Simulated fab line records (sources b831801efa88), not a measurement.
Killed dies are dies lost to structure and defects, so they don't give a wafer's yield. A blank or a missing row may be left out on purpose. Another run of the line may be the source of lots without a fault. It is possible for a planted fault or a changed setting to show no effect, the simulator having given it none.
Chamber matching -- flow sky130 -- 4 sister chambers for SKY_METAL3_ETCH_17 on rie-diel-02
The step etches SiO2 in C4F8/O2/Ar, stops on TiN, time 3.9 s, target depth 15 nm. 4 wafers are shown with their chamber, then 8 later ones without.

WAFERS WITH THEIR CHAMBER
wafer,chamber,oes-product-au (a.u.)
L086.1,1,0.755
L086.4,0,0.742
L086.6,2,0.746
L087.3,3,0.750

WAFERS MISSING THEIR CHAMBER
wafer,oes-product-au (a.u.)
L087.5,0.765
L087.6,0.754
L089.1,0.755
L089.2,0.748
L089.4,0.759
L093.3,0.744
L093.4,0.759
L093.6,0.753

EACH ONE'S CHAMBER
wafer,from the rows above,in truth
L087.5,can't be placed: 1 or 3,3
L087.6,can't be placed: 1 or 3 or 2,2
L089.1,can't be placed: 1 or 3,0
L089.2,can't be placed: 2 or 3 or 0 or 1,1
L089.4,can't be placed: 1 or 3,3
L093.3,can't be placed: 0 or 2 or 3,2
L093.4,can't be placed: 1 or 3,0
L093.6,can't be placed: 1 or 3 or 2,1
Correct placement for 0 of the 8. Unplaceable from these rows: 8, with the true chamber sitting among the candidates in 6. Placed wrongly: 0.
How it was worked out, from the rows above alone: a wafer's distance from a chamber is the root of the sum, over the readings, of the square of ((its reading less the chamber's mean) divided by the reading's scatter). The wafer belongs to the nearest chamber; if the next one is less than 2 further off, it can't be placed. The mean given for a chamber averages the wafers shown for that chamber. The scatter: root of mean squared gap, hidden wafer to nearest shown wafer, with one shown wafer a chamber.
